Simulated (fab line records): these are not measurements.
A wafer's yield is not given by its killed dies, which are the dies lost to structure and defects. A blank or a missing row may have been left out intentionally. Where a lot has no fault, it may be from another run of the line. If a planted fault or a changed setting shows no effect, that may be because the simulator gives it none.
Which tool did it?    flow sky130    route of 708 steps, sampled at 1 step: 11 lots, 32 wafers

WHAT THE GAUGES SHOWED, per wafer
SKY_POLY_GATE_THK_MEAS_04.
lot   measured      on             POLY_GATE_CVD_03_THK (nm)
L870  day 15 04:59  film_metro-02  75.7 75.7 75.9
L871  day 15 20:24  film_metro-03  74.2 75.0 74.4
L872  day 16 04:55  film_metro-02  74.8 74.2 74.9
L873  day 16 11:35  film_metro-02  75.3 75.7 74.8
L876  day 17 07:56  film_metro-02  75.6 75.7 76.5
L878  day 18 07:08  film_metro-04  75.0 75.0 74.3
L880  day 18 20:32  film_metro-02  75.4 76.3
L881  day 18 23:40  film_metro-04  74.8 75.3 74.9
L889  day 22 15:56  film_metro-03  74.6 74.7 74.8
L890  day 22 15:56  film_metro-02  74.8 74.3 75.4
L891  day 22 19:40  film_metro-02  74.1 74.7 74.4

WHICH TOOL RAN EACH LOT (tool, then ch and the chambers of the sampled wafers, then the start)
The record holds no process step before these readings.

THE ANSWER, worked out from the rows above alone
Rule: the lots themselves supply what counts as usual. Put in order of their means at a reading, lots are off if they are a third of the lots or fewer, leave a main group of 4 or more, and stand apart from it by a gap of 3 or more times the standard deviation of the main group's means; of several such gaps the widest counts. A main group whose means are all the same, to the digits that the tables above print for the reading, isn't used. Also off: a lot with no number at a reading for which 4 or more lots have one. All remaining lots with rows at the step are treated as sound.
No lot is off at any reading shown: from this, nothing can be told.

WHAT THE SIMULATOR HAD INSERTED
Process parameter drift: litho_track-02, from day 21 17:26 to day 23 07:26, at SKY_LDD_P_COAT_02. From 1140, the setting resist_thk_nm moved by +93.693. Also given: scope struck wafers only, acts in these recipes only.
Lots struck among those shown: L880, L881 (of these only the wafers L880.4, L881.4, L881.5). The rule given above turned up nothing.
